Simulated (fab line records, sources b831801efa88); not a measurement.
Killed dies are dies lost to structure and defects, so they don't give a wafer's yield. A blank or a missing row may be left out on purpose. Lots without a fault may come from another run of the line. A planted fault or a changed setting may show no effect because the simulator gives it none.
Which tool did it? | flow sky130 | 12 lots, 36 wafers sampled, at 4 steps of a route of 708

WHAT THE GAUGES READ, wafer by wafer
SKY_VT_ADJUST_HVTR_TW_MEAS_11. Usual: VT_ADJUST_HVTR_TW 211.1, standard deviation 2.1.
lot  | measured     | on            | VT_ADJUST_HVTR_TW | flag
L164 | day 10 19:14 | film_metro-04 | 212.5 213.0 214.0 |
L165 | day 10 20:20 | film_metro-04 | 214.1 215.0 214.4 |
L166 | day 11 06:38 | film_metro-04 | 213.3 213.4 213.8 |
L172 | day 13 00:14 | film_metro-04 | 212.9 211.4 212.7 |
L173 | day 13 08:22 | film_metro-01 | 207.9 208.6 208.9 |
L174 | day 13 13:28 | film_metro-04 | 225.2 226.1 225.9 | OFF
L175 | day 13 21:46 | film_metro-04 | 226.7 225.6 225.3 | OFF
L176 | day 14 03:27 | film_metro-04 | 211.1 210.6 211.0 |
L178 | day 14 22:37 | film_metro-01 | 210.1 210.3 209.0 |
L181 | day 15 20:52 | film_metro-02 | 210.5 211.0 209.6 |
L183 | day 16 05:37 | film_metro-01 | 208.5 209.0 208.8 |
L184 | day 16 13:39 | film_metro-01 | 208.1 209.9 210.1 |

SKY_VT_ADJUST_PCH_OVL_MEAS_07. Usual: VT_ADJUST_PCH_OVL -0.4 nm, standard deviation 1.4.
lot  | measured     | on         | VT_ADJUST_PCH_OVL (nm) | flag
L164 | day 11 20:16 | overlay-01 | -0.9 -2.4 -1.0         |
L165 | day 11 20:55 | overlay-02 | 0.4 -0.4 -0.2          |
L166 | day 12 06:27 | overlay-01 | -0.2 0.2 1.8           |
L172 | day 14 01:37 | overlay-02 | -1.1 -2.6 -1.1         |
L173 | day 14 10:16 | overlay-01 | -0.1 -2.4 -2.1         |
L174 | day 14 16:01 | overlay-01 | -3.9 -1.5 -0.7         |
L175 | day 15 00:25 | overlay-02 | -1.7 -1.3 -1.7         |
L176 | day 15 05:52 | overlay-01 | 2.4 1.9 0.6            |
L178 | day 16 01:28 | overlay-02 | -0.4 -0.5 -2.6         |
L181 | day 17 00:55 | overlay-01 | -1.2 -1.1 -1.3         |
L183 | day 17 15:16 | overlay-02 | -2.3 -0.8 0.6          |
L184 | day 17 18:36 | overlay-02 | -1.8 -0.5 0.6          |

SKY_SONOS_TUNNEL_OVL_MEAS_08. Usual: SONOS_TUNNEL_OVL -0.1 nm, standard deviation 1.3.
lot  | measured     | on         | SONOS_TUNNEL_OVL (nm) | flag
L164 | day 12 20:10 | overlay-02 | 0.8 1.8 1.4           |
L165 | day 12 20:29 | overlay-02 | -0.2 0.0 -0.6         |
L166 | day 13 06:58 | overlay-02 | 0.3 0.8 1.2           |
L172 | day 15 03:37 | overlay-01 | -2.2 0.3 0.7          |
L173 | day 15 13:08 | overlay-01 | -0.1 -0.7 -1.9        |
L174 | day 15 18:46 | overlay-01 | -0.3 -0.9 -0.9        |
L175 | day 16 03:13 | overlay-01 | 0.6 -0.8 0.4          |
L176 | day 16 09:31 | overlay-02 | -0.4 0.6 -1.0         |
L178 | day 17 06:07 | overlay-01 | 1.3 1.1 -0.6          |
L181 | day 18 02:47 | overlay-02 | -0.5 -0.2 -0.6        |
L183 | day 18 18:50 | overlay-02 | 0.7 2.4 2.4           |
L184 | day 19 01:26 | overlay-02 | -2.2 -1.9 -1.1        |

WHICH TOOL RAN EACH LOT (tool, then ch and the chambers of the sampled wafers, then the start)
lot  | SKY_VT_ADJUST_HVTR_IMPLANT_09
L164 | implanter-01 ch 0, day 10 18:59
L165 | implanter-03 ch 0, day 10 20:08
L166 | implanter-01 ch 0, day 11 06:19
L172 | implanter-01 ch 0, day 13 00:00
L173 | implanter-02 ch 0, day 13 08:07
L174 | implanter-01 ch 0, day 13 13:13
L175 | implanter-01 ch 0, day 13 21:32
L176 | implanter-02 ch 0, day 14 03:12
L178 | implanter-02 ch 0, day 14 22:23
L181 | implanter-03 ch 0, day 15 20:38
L183 | implanter-02 ch 0, day 16 05:23
L184 | implanter-03 ch 0, day 16 13:24
- SKY_VT_ADJUST_HVTR_IMPLANT_09

WHAT THE TOOLS THEMSELVES READ (means of the sampled wafers that have a number; where no wafer has one, the mark that the record gives instead)
SKY_VT_ADJUST_HVTR_IMPLANT_09. Usual: beam_on_s 9.99 s, standard deviation 0.2; dose_ions_cm2 2.1008e+12, standard deviation 2.2e+09; end_station_pressure_torr 5.01e-06 Torr, standard deviation 2.7e-07; faraday_current_uA 11.86, standard deviation 0.23.
lot  | tool         | beam_on_s (s) | dose_ions_cm2 | end_station_pressure_torr (Torr) | faraday_current_uA | flag
L164 | implanter-01 | 9.99          | 2.1036e+12    | 4.82e-06                         | 11.87              |
L165 | implanter-03 | 10.20         | 2.1007e+12    | 4.75e-06                         | 11.61              |
L166 | implanter-01 | 9.69          | 2.0991e+12    | 5.26e-06                         | 12.19              |
L172 | implanter-01 | 9.80          | 2.1027e+12    | 5.01e-06                         | 12.08              |
L173 | implanter-02 | 10.05         | 2.1011e+12    | 5.23e-06                         | 11.79              |
L174 | implanter-01 | 12.51         | 2.1043e+12    | 1.12e-04                         | 9.55               | OFF
L175 | implanter-01 | 12.38         | 2.0992e+12    | 1.09e-04                         | 9.65               | OFF
L176 | implanter-02 | 10.01         | 2.1031e+12    | 4.87e-06                         | 11.85              |
L178 | implanter-02 | 9.92          | 2.0993e+12    | 5.02e-06                         | 11.89              |
L181 | implanter-03 | 9.77          | 2.1019e+12    | 4.94e-06                         | 12.09              |
L183 | implanter-02 | 10.03         | 2.1000e+12    | 5.44e-06                         | 11.82              |
L184 | implanter-03 | 10.08         | 2.0990e+12    | 4.92e-06                         | 11.77              |

THE ANSWER, worked out from the rows above alone
Rule: a lot is off if the mean of its wafers that have a number lies more than 3 standard deviations from the usual mean. A lot without any number at a reading at which 4 lots or more have one is off too. The other lots that the step has rows for count as sound. The gauges are gone through in route order, then the tools' own readings, and for those a lot's mean is taken as printed above. The first step at which some lot is off is used, and at that step the reading that is off furthest; a lot without a number counts as furthest.
Off: L174, L175, at SKY_VT_ADJUST_HVTR_TW_MEAS_11 (VT_ADJUST_HVTR_TW).
A tool fits if, at a process step before that reading, it ran every lot that is off, and no sound lot after the first of them. The gauges at SKY_VT_ADJUST_HVTR_TW_MEAS_11 aren't tried: what is off there is off at SKY_VT_ADJUST_HVTR_IMPLANT_09 too, on other tools, and a gauge's error can't cause that. One fits: implanter-01 at SKY_VT_ADJUST_HVTR_IMPLANT_09. Its last sound lot is L172 (day 13 00:00), its first lot that is off L174 (day 13 13:13): a fault that began between those two fits.
The tool's own readings at SKY_VT_ADJUST_HVTR_IMPLANT_09 bear it out: on the lots that are off they differ by more than 5 times the standard deviation of the sound lots' means. beam_on_s reads 12.45 s there against 9.95 s on the sound lots; end_station_pressure_torr reads 1.11e-04 Torr there against 5.03e-06 Torr on the sound lots; faraday_current_uA reads 9.60 there against 11.90 on the sound lots.

WHAT THE SIMULATOR HAD PUT IN
Process parameter drift: implanter-01, from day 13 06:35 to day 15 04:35, at SKY_VT_ADJUST_HVTR_IMPLANT_09. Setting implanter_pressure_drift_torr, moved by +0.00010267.
Process parameter drift: implanter-01, from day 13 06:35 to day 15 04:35, at SKY_VT_ADJUST_HVTR_IMPLANT_09. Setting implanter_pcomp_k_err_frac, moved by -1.
Lots struck among those shown: L174, L175. The rule above found the same.
